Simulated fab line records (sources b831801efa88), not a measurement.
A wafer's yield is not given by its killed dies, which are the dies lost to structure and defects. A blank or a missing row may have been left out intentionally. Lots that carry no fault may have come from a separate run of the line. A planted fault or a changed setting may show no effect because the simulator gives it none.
fab line records :: flow gf180mcu :: part 2 of 2: steps 27 to 37 of 37
record
  lots=5
  wafers=15
  lastDay=34
route steps=602 shown STI@6 DNWELL@32 NWELL@42
lots with no fault: from the same line, run without faults
startH: hours from the record's first day to the start of the lot's first wafer shown :: waitH: hours since the lot's step before :: " same as the row above :: L1.1+2: a single row standing in for several wafers :: - no value, or no start was given :: * or withheld: withheld :: < > ~ a bound
route shown NAME@n: names a module that has steps shown in the file, with the first one's number in the route :: usual: average and standard deviation across the fault-free wafers :: same: alike in all rows :: chamber/n: place in a boat :: sites: readings site by site :: _std_site: how widely they spread, as a standard deviation :: _edge_site: inner sites' mean taken away from outer sites' mean :: radiusMm: for every site, how far away it sits from the centre of the wafer :: mask NAME#n: copy n :: behind: the most recent tool/chamber to have shaped the wafer :: hold: why the lot went on hold/how many hours it stayed there/how the hold came to an end :: device: the transistor (n, p or np) that didn't switch :: end of line: at the end of the route, the tests of the same wafers :: a step without rows: its recipe alone :: killed: not the wafer's yield, but the dies lost to structure and defects at the first sort :: map: the dies of a wafer, with x for killed, . for not killed, _ for no die there
set.NAME: the setting as run; set.NAME@STEP: as run at that earlier step :: model.NAME: the simulator's own value behind a step, which no gauge read
lots at some steps of the route; a table a step, a row a wafer
services: the hour from which a tool's chamber was out of use, counted from the record's first day as startH (under 0 if before that day), plus the number of hours and why
## steps
# step GF_DNWELL_DEHYDRATE_00
# recipe
  tempC=200
  timeS=60
# usual
  plateTempC=200.02/0.17
lot.wafer: L079.2
tool: lithoTrack-03
chamber: 0
startH: 62.96
waitH: 6.2
plateTempC: 200.12

lot.wafer: L079.3
tool: lithoTrack-03
chamber: 0
startH: 62.96
waitH: 6.2
plateTempC: 200.03

lot.wafer: L079.6
tool: lithoTrack-03
chamber: 0
startH: 62.96
waitH: 6.2
plateTempC: 200.14

lot.wafer: L081.3
tool: lithoTrack-01
chamber: 0
startH: 71.72
waitH: 6.0
plateTempC: 200.06

lot.wafer: L081.5
tool: lithoTrack-01
chamber: 0
startH: 71.72
waitH: 6.0
plateTempC: 199.81

lot.wafer: L081.6
tool: lithoTrack-01
chamber: 0
startH: 71.72
waitH: 6.0
plateTempC: 199.90

lot.wafer: L082.4
tool: lithoTrack-03
chamber: 0
startH: 78.41
waitH: 6.7
plateTempC: 200.22

lot.wafer: L082.5
tool: lithoTrack-03
chamber: 0
startH: 78.41
waitH: 6.7
plateTempC: 200.17

lot.wafer: L082.6
tool: lithoTrack-03
chamber: 0
startH: 78.41
waitH: 6.7
plateTempC: 199.75

lot.wafer: L088.4
tool: lithoTrack-01
chamber: 0
startH: 109.64
waitH: 7.3
plateTempC: 200.02

lot.wafer: L088.5
tool: lithoTrack-01
chamber: 0
startH: 109.64
waitH: 7.3
plateTempC: 199.80

lot.wafer: L088.6
tool: lithoTrack-01
chamber: 0
startH: 109.64
waitH: 7.3
plateTempC: 200.18

lot.wafer: L094.3
tool: lithoTrack-01
chamber: 0
startH: 139.97
waitH: 6.7
plateTempC: 200.19

lot.wafer: L094.4
tool: lithoTrack-01
chamber: 0
startH: 139.97
waitH: 6.7
plateTempC: 200.19

lot.wafer: L094.6
tool: lithoTrack-01
chamber: 0
startH: 139.97
waitH: 6.7
plateTempC: 199.89
# step GF_DNWELL_HMDS_01
# recipe
  primeTimeS=60
  primeTempC=120
lot.wafer: L079.2+3+6
tool: lithoTrack-03
chamber: 0
startH: 63.11
waitH: 0.1

lot.wafer: L081.3+5+6
tool: lithoTrack-01
chamber: 0
startH: 71.87
waitH: 0.1

lot.wafer: L082.4+5+6
tool: lithoTrack-03
chamber: 0
startH: 78.56
waitH: 0.1

lot.wafer: L088.4+5+6
tool: lithoTrack-01
chamber: 0
startH: 109.79
waitH: 0.1

lot.wafer: L094.3+4+6
tool: lithoTrack-01
chamber: 0
startH: 140.12
waitH: 0.1
# step GF_DNWELL_COAT_02
# recipe
  spinRpm=2000
  resistThkNm=3000
lot.wafer: L079.2+3+6
tool: lithoTrack-03
chamber: 0
startH: 63.26
waitH: 0.1

lot.wafer: L081.3+5+6
tool: lithoTrack-01
chamber: 0
startH: 72.02
waitH: 0.1

lot.wafer: L082.4+5+6
tool: lithoTrack-03
chamber: 0
startH: 78.71
waitH: 0.1

lot.wafer: L088.4+5+6
tool: lithoTrack-01
chamber: 0
startH: 109.94
waitH: 0.1

lot.wafer: L094.3+4+6
tool: lithoTrack-01
chamber: 0
startH: 140.27
waitH: 0.1
# step GF_DNWELL_SOFTBAKE_03
# recipe
  tempC=110
  timeS=withheld
# usual
  plateTempC=109.96/0.12
lot.wafer: L079.2
tool: lithoTrack-03
chamber: 0
startH: 63.42
waitH: 0.1
plateTempC: 109.88

lot.wafer: L079.3
tool: lithoTrack-03
chamber: 0
startH: 63.42
waitH: 0.1
plateTempC: 109.82

lot.wafer: L079.6
tool: lithoTrack-03
chamber: 0
startH: 63.42
waitH: 0.1
plateTempC: 109.91

lot.wafer: L081.3
tool: lithoTrack-01
chamber: 0
startH: 72.19
waitH: 0.1
plateTempC: 109.89

lot.wafer: L081.5
tool: lithoTrack-01
chamber: 0
startH: 72.19
waitH: 0.1
plateTempC: 109.89

lot.wafer: L081.6
tool: lithoTrack-01
chamber: 0
startH: 72.19
waitH: 0.1
plateTempC: 109.82

lot.wafer: L082.4
tool: lithoTrack-03
chamber: 0
startH: 78.89
waitH: 0.1
plateTempC: 109.93

lot.wafer: L082.5
tool: lithoTrack-03
chamber: 0
startH: 78.89
waitH: 0.1
plateTempC: 110.05

lot.wafer: L082.6
tool: lithoTrack-03
chamber: 0
startH: 78.89
waitH: 0.1
plateTempC: 109.79

lot.wafer: L088.4
tool: lithoTrack-01
chamber: 0
startH: 110.12
waitH: 0.1
plateTempC: 109.91

lot.wafer: L088.5
tool: lithoTrack-01
chamber: 0
startH: 110.12
waitH: 0.1
plateTempC: 109.97

lot.wafer: L088.6
tool: lithoTrack-01
chamber: 0
startH: 110.12
waitH: 0.1
plateTempC: 109.98

lot.wafer: L094.3
tool: lithoTrack-01
chamber: 0
startH: 140.44
waitH: 0.1
plateTempC: 109.95

lot.wafer: L094.4
tool: lithoTrack-01
chamber: 0
startH: 140.44
waitH: 0.1
plateTempC: 110.07

lot.wafer: L094.6
tool: lithoTrack-01
chamber: 0
startH: 140.44
waitH: 0.1
plateTempC: 109.84
# step GF_DNWELL_EXPOSE_04
# recipe
  maskId=DNWELL
  targetCdNm=1700
  na=0.6
  sourceShape=conventional
  sigmaOuter=0.6
  doseMj=260
# usual
  reticleTempC=23.01/0.1
lot.wafer: L079.2
tool: ilineStepper-02
chamber: 0
startH: -
waitH: -
mask: DNWELL#0
reticleTempC: 22.87

lot.wafer: L079.3
tool: ilineStepper-02
chamber: 0
startH: -
waitH: -
mask: DNWELL#0
reticleTempC: 23.00

lot.wafer: L079.6
tool: ilineStepper-02
chamber: 0
startH: -
waitH: -
mask: DNWELL#0
reticleTempC: 22.99

lot.wafer: L081.3
tool: ilineStepper-02
chamber: 0
startH: -
waitH: -
mask: DNWELL#0
reticleTempC: 22.84

lot.wafer: L081.5
tool: ilineStepper-02
chamber: 0
startH: -
waitH: -
mask: DNWELL#0
reticleTempC: 22.83

lot.wafer: L081.6
tool: ilineStepper-02
chamber: 0
startH: -
waitH: -
mask: DNWELL#0
reticleTempC: 22.92

lot.wafer: L082.4
tool: ilineStepper-01
chamber: 0
startH: -
waitH: -
mask: DNWELL#0
reticleTempC: 23.11

lot.wafer: L082.5
tool: ilineStepper-01
chamber: 0
startH: -
waitH: -
mask: DNWELL#0
reticleTempC: 22.97

lot.wafer: L082.6
tool: ilineStepper-01
chamber: 0
startH: -
waitH: -
mask: DNWELL#0
reticleTempC: 23.15

lot.wafer: L088.4
tool: ilineStepper-02
chamber: 0
startH: -
waitH: -
mask: DNWELL#0
reticleTempC: 22.80

lot.wafer: L088.5
tool: ilineStepper-02
chamber: 0
startH: -
waitH: -
mask: DNWELL#0
reticleTempC: 23.06

lot.wafer: L088.6
tool: ilineStepper-02
chamber: 0
startH: -
waitH: -
mask: DNWELL#0
reticleTempC: 23.02

lot.wafer: L094.3
tool: ilineStepper-02
chamber: 0
startH: -
waitH: -
mask: DNWELL#0
reticleTempC: 23.09

lot.wafer: L094.4
tool: ilineStepper-02
chamber: 0
startH: -
waitH: -
mask: DNWELL#0
reticleTempC: 23.20

lot.wafer: L094.6
tool: ilineStepper-02
chamber: 0
startH: -
waitH: -
mask: DNWELL#0
reticleTempC: 23.16
# step GF_DNWELL_PEB_05
# recipe
  tempC=115
  timeS=withheld
# usual
  plateTempC=114.98/0.12
lot.wafer: L079.2
tool: lithoTrack-01
chamber: 0
startH: -
waitH: -
plateTempC: 114.95

lot.wafer: L079.3
tool: lithoTrack-01
chamber: 0
startH: -
waitH: -
plateTempC: 114.94

lot.wafer: L079.6
tool: lithoTrack-01
chamber: 0
startH: -
waitH: -
plateTempC: 114.84

lot.wafer: L081.3
tool: lithoTrack-02
chamber: 0
startH: -
waitH: -
plateTempC: 115.09

lot.wafer: L081.5
tool: lithoTrack-02
chamber: 0
startH: -
waitH: -
plateTempC: 115.11

lot.wafer: L081.6
tool: lithoTrack-02
chamber: 0
startH: -
waitH: -
plateTempC: 115.19

lot.wafer: L082.4
tool: lithoTrack-02
chamber: 0
startH: -
waitH: -
plateTempC: 114.89

lot.wafer: L082.5
tool: lithoTrack-02
chamber: 0
startH: -
waitH: -
plateTempC: 115.26

lot.wafer: L082.6
tool: lithoTrack-02
chamber: 0
startH: -
waitH: -
plateTempC: 115.10

lot.wafer: L088.4
tool: lithoTrack-01
chamber: 0
startH: -
waitH: -
plateTempC: 114.91

lot.wafer: L088.5
tool: lithoTrack-01
chamber: 0
startH: -
waitH: -
plateTempC: 114.86

lot.wafer: L088.6
tool: lithoTrack-01
chamber: 0
startH: -
waitH: -
plateTempC: 114.88

lot.wafer: L094.3
tool: lithoTrack-01
chamber: 0
startH: -
waitH: -
plateTempC: 114.92

lot.wafer: L094.4
tool: lithoTrack-01
chamber: 0
startH: -
waitH: -
plateTempC: 115.05

lot.wafer: L094.6
tool: lithoTrack-01
chamber: 0
startH: -
waitH: -
plateTempC: 115.07
# step GF_DNWELL_DEVELOP_06
# recipe
  wallAngleDeg=90
  developTimeS=60
  devTempC=23
lot.wafer: L079.2+3+6
tool: lithoTrack-01
chamber: 0
startH: -
waitH: -

lot.wafer: L081.3+5+6
tool: lithoTrack-02
chamber: 0
startH: -
waitH: -

lot.wafer: L082.4+5+6
tool: lithoTrack-02
chamber: 0
startH: -
waitH: -

lot.wafer: L088.4+5+6
tool: lithoTrack-01
chamber: 0
startH: -
waitH: -

lot.wafer: L094.3+4+6
tool: lithoTrack-01
chamber: 0
startH: -
waitH: -
# step GF_DNWELL_IMPLANT_07
# recipe
  species=P
  energyKev=1500
  doseCm2=1e+13
  tiltDeg=0
lot.wafer: L079.2+3+6
tool: implanter-04
chamber: 0
startH: 69.95
waitH: -

lot.wafer: L081.3+5+6
tool: implanter-02
chamber: 0
startH: 79.68
waitH: -

lot.wafer: L082.4+5+6
tool: implanter-04
chamber: 0
startH: 85.90
waitH: -

lot.wafer: L088.4+5+6
tool: implanter-01
chamber: 0
startH: 117.54
waitH: -

lot.wafer: L094.3+4+6
tool: implanter-02
chamber: 0
startH: 149.02
waitH: -
# step GF_DNWELL_STRIP_08
# recipe
  chemistry=O2/N2
  powerW=1400
  pressureMtorr=1500
  platenTempC=250
  o2FlowSccm=3000
  n2FlowSccm=300
  overashFraction=0.5
# usual
  drypumpMotorCurrentA=5.6/0.68
  heaterPowerW=329/31
  n2FlowSccm=300.0/0.88
  oesProductAu=0.723/0.0042
  stripTimeToEndpointS=36.94/0.11
lot.wafer: L079.2
tool: plasmaAsher-03
chamber: 1
startH: 70.07
waitH: 0.1
drypumpMotorCurrentA: 5.8
heaterPowerW: 346
n2FlowSccm: 301.3
oesProductAu: 0.735
rfHoursCounterH: 44
stripTimeToEndpointS: 36.98

lot.wafer: L079.3
tool: plasmaAsher-03
chamber: 0
startH: 70.07
waitH: 0.1
drypumpMotorCurrentA: 4.8
heaterPowerW: 333
n2FlowSccm: 299.1
oesProductAu: 0.729
rfHoursCounterH: -
stripTimeToEndpointS: 36.95

lot.wafer: L079.6
tool: plasmaAsher-03
chamber: 1
startH: 70.07
waitH: 0.1
drypumpMotorCurrentA: 5.8
heaterPowerW: 332
n2FlowSccm: 300.0
oesProductAu: 0.722
rfHoursCounterH: -
stripTimeToEndpointS: 36.86

lot.wafer: L081.3
tool: plasmaAsher-02
chamber: 0
startH: 79.81
waitH: 0.1
drypumpMotorCurrentA: 6.4
heaterPowerW: 343
n2FlowSccm: 299.8
oesProductAu: 0.717
rfHoursCounterH: -
stripTimeToEndpointS: 36.99

lot.wafer: L081.5
tool: plasmaAsher-02
chamber: 0
startH: 79.81
waitH: 0.1
drypumpMotorCurrentA: 6.4
heaterPowerW: 362
n2FlowSccm: 299.9
oesProductAu: 0.723
rfHoursCounterH: -
stripTimeToEndpointS: 36.90

lot.wafer: L081.6
tool: plasmaAsher-02
chamber: 1
startH: 79.81
waitH: 0.1
drypumpMotorCurrentA: 4.7
heaterPowerW: 286
n2FlowSccm: 299.7
oesProductAu: 0.732
rfHoursCounterH: -
stripTimeToEndpointS: 36.90

lot.wafer: L082.4
tool: plasmaAsher-02
chamber: 1
startH: 86.01
waitH: 0.1
drypumpMotorCurrentA: 4.7
heaterPowerW: 295
n2FlowSccm: 300.6
oesProductAu: 0.723
rfHoursCounterH: -
stripTimeToEndpointS: 37.01

lot.wafer: L082.5
tool: plasmaAsher-02
chamber: 0
startH: 86.01
waitH: 0.1
drypumpMotorCurrentA: 6.4
heaterPowerW: 359
n2FlowSccm: 299.2
oesProductAu: 0.725
rfHoursCounterH: -
stripTimeToEndpointS: 36.97

lot.wafer: L082.6
tool: plasmaAsher-02
chamber: 1
startH: 86.01
waitH: 0.1
drypumpMotorCurrentA: 4.7
heaterPowerW: 296
n2FlowSccm: 299.3
oesProductAu: 0.722
rfHoursCounterH: -
stripTimeToEndpointS: 36.89

lot.wafer: L088.4
tool: plasmaAsher-04
chamber: 0
startH: 117.65
waitH: 0.1
drypumpMotorCurrentA: 5.9
heaterPowerW: 279
n2FlowSccm: 300.6
oesProductAu: 0.722
rfHoursCounterH: -
stripTimeToEndpointS: 36.94

lot.wafer: L088.5
tool: plasmaAsher-04
chamber: 0
startH: 117.65
waitH: 0.1
drypumpMotorCurrentA: 5.9
heaterPowerW: 289
n2FlowSccm: 299.3
oesProductAu: 0.724
rfHoursCounterH: -
stripTimeToEndpointS: 36.97

lot.wafer: L088.6
tool: plasmaAsher-04
chamber: 1
startH: 117.65
waitH: 0.1
drypumpMotorCurrentA: 6.0
heaterPowerW: 383
n2FlowSccm: 299.2
oesProductAu: 0.721
rfHoursCounterH: -
stripTimeToEndpointS: 36.91

lot.wafer: L094.3
tool: plasmaAsher-02
chamber: 1
startH: 149.15
waitH: 0.1
drypumpMotorCurrentA: 4.7
heaterPowerW: 296
n2FlowSccm: 300.1
oesProductAu: 0.724
rfHoursCounterH: -
stripTimeToEndpointS: 36.95

lot.wafer: L094.4
tool: plasmaAsher-02
chamber: 0
startH: 149.15
waitH: 0.1
drypumpMotorCurrentA: 6.4
heaterPowerW: 360
n2FlowSccm: 301.5
oesProductAu: 0.721
rfHoursCounterH: -
stripTimeToEndpointS: 37.00

lot.wafer: L094.6
tool: plasmaAsher-02
chamber: 1
startH: 149.15
waitH: 0.1
drypumpMotorCurrentA: 4.7
heaterPowerW: 293
n2FlowSccm: 300.9
oesProductAu: 0.711
rfHoursCounterH: -
stripTimeToEndpointS: 36.98
# step GF_DNWELL_TW_MEAS_09
# usual
  DNWELL_TW=1369/15
lot.wafer: L079.2
tool: filmMetro-02
chamber: -
startH: 70.18
waitH: 0.1
DNWELL_TW: 1352

lot.wafer: L079.3
tool: filmMetro-02
chamber: -
startH: 70.18
waitH: 0.1
DNWELL_TW: 1354

lot.wafer: L079.6
tool: filmMetro-02
chamber: -
startH: 70.18
waitH: 0.1
DNWELL_TW: 1346

lot.wafer: L081.3
tool: filmMetro-01
chamber: -
startH: 79.90
waitH: 0.1
DNWELL_TW: 1383

lot.wafer: L081.5
tool: filmMetro-01
chamber: -
startH: 79.90
waitH: 0.1
DNWELL_TW: 1383

lot.wafer: L081.6
tool: filmMetro-01
chamber: -
startH: 79.90
waitH: 0.1
DNWELL_TW: 1388

lot.wafer: L082.4
tool: filmMetro-03
chamber: -
startH: 86.11
waitH: 0.1
DNWELL_TW: 1382

lot.wafer: L082.5
tool: filmMetro-03
chamber: -
startH: 86.11
waitH: 0.1
DNWELL_TW: 1384

lot.wafer: L082.6
tool: filmMetro-03
chamber: -
startH: 86.11
waitH: 0.1
DNWELL_TW: 1377

lot.wafer: L088.4
tool: filmMetro-03
chamber: -
startH: 117.75
waitH: 0.1
DNWELL_TW: 1368

lot.wafer: L088.5
tool: filmMetro-03
chamber: -
startH: 117.75
waitH: 0.1
DNWELL_TW: 1363

lot.wafer: L088.6
tool: filmMetro-03
chamber: -
startH: 117.75
waitH: 0.1
DNWELL_TW: 1365

lot.wafer: L094.3
tool: filmMetro-02
chamber: -
startH: 149.24
waitH: 0.1
DNWELL_TW: 1353

lot.wafer: L094.4
tool: filmMetro-02
chamber: -
startH: 149.24
waitH: 0.1
DNWELL_TW: 1355

lot.wafer: L094.6
tool: filmMetro-02
chamber: -
startH: 149.24
waitH: 0.1
DNWELL_TW: 1353
# step GF_NWELL_DEHYDRATE_00
# recipe
  tempC=200
  timeS=60
# usual
  plateTempC=199.94/0.14
lot.wafer: L079.2
tool: lithoTrack-03
chamber: 0
startH: 76.81
waitH: 6.6
plateTempC: 199.71

lot.wafer: L079.3
tool: lithoTrack-03
chamber: 0
startH: 76.81
waitH: 6.6
plateTempC: 199.94

lot.wafer: L079.6
tool: lithoTrack-03
chamber: 0
startH: 76.81
waitH: 6.6
plateTempC: 199.95

lot.wafer: L081.3
tool: lithoTrack-02
chamber: 0
startH: 85.88
waitH: 6.0
plateTempC: 200.16

lot.wafer: L081.5
tool: lithoTrack-02
chamber: 0
startH: 85.88
waitH: 6.0
plateTempC: 199.85

lot.wafer: L081.6
tool: lithoTrack-02
chamber: 0
startH: 85.88
waitH: 6.0
plateTempC: 199.92

lot.wafer: L082.4
tool: lithoTrack-04
chamber: 0
startH: 92.96
waitH: 6.8
plateTempC: 199.98

lot.wafer: L082.5
tool: lithoTrack-04
chamber: 0
startH: 92.96
waitH: 6.8
plateTempC: 199.91

lot.wafer: L082.6
tool: lithoTrack-04
chamber: 0
startH: 92.96
waitH: 6.8
plateTempC: 199.85

lot.wafer: L088.4
tool: lithoTrack-02
chamber: 0
startH: 124.75
waitH: 7.0
plateTempC: 199.91

lot.wafer: L088.5
tool: lithoTrack-02
chamber: 0
startH: 124.75
waitH: 7.0
plateTempC: 200.13

lot.wafer: L088.6
tool: lithoTrack-02
chamber: 0
startH: 124.75
waitH: 7.0
plateTempC: 199.84

lot.wafer: L094.3
tool: lithoTrack-04
chamber: 0
startH: 155.73
waitH: 6.5
plateTempC: 199.82

lot.wafer: L094.4
tool: lithoTrack-04
chamber: 0
startH: 155.73
waitH: 6.5
plateTempC: 199.73

lot.wafer: L094.6
tool: lithoTrack-04
chamber: 0
startH: 155.73
waitH: 6.5
plateTempC: 200.01
## services
tool: rieSi-02
chamber: 0
startH: 20.56
hours: 8.3
kind: repair

tool: implanter-04
chamber: -
startH: 37.52
hours: 20.5
kind: repair

tool: hdpcvd-02
chamber: 0
startH: 42.43
hours: 11.0
kind: repair

tool: rieSi-02
chamber: 1
startH: 44.56
hours: 14.1
kind: repair

tool: implanter-04
chamber: -
startH: 45.95
hours: 3.0
kind: repair

tool: cmp-01
chamber: -
startH: 64.00
hours: 4.0
kind: pm

tool: implanter-04
chamber: -
startH: 64.51
hours: 3.4
kind: pm

tool: hdpcvd-01
chamber: 1
startH: 73.66
hours: 23.5
kind: repair

tool: rieSi-01
chamber: 1
startH: 86.41
hours: 8.0
kind: repair

tool: krfScanner-02
chamber: -
startH: 90.92
hours: 1.3
kind: pm

tool: krfScanner-02
chamber: -
startH: 93.73
hours: 4.0
kind: pm

tool: ilineStepper-02
chamber: -
startH: 95.16
hours: 8.9
kind: pm

tool: krfScanner-02
chamber: -
startH: 97.75
hours: 1.0
kind: pm

tool: rieSi-01
chamber: 2
startH: 98.02
hours: 1.3
kind: repair

tool: hdpcvd-02
chamber: 2
startH: 99.22
hours: 4.7
kind: repair

tool: krfScanner-02
chamber: -
startH: 104.11
hours: 0.8
kind: pm

tool: hdpcvd-02
chamber: 2
startH: 111.46
hours: 5.5
kind: repair

tool: plasmaAsher-02
chamber: -
startH: 117.80
hours: 11.3
kind: repair

tool: krfScanner-02
chamber: -
startH: 117.83
hours: 1.3
kind: repair

tool: krfScanner-02
chamber: -
startH: 118.54
hours: 0.9
kind: repair

tool: wetBench-01
chamber: -
startH: 122.13
hours: 1.7
kind: repair

tool: furnace-01
chamber: -
startH: 132.12
hours: 2.5
kind: pm

tool: rieDiel-03
chamber: -
startH: 145.55
hours: 2.8
kind: pm

tool: cmp-01
chamber: -
startH: 147.13
hours: 2.3
kind: repair
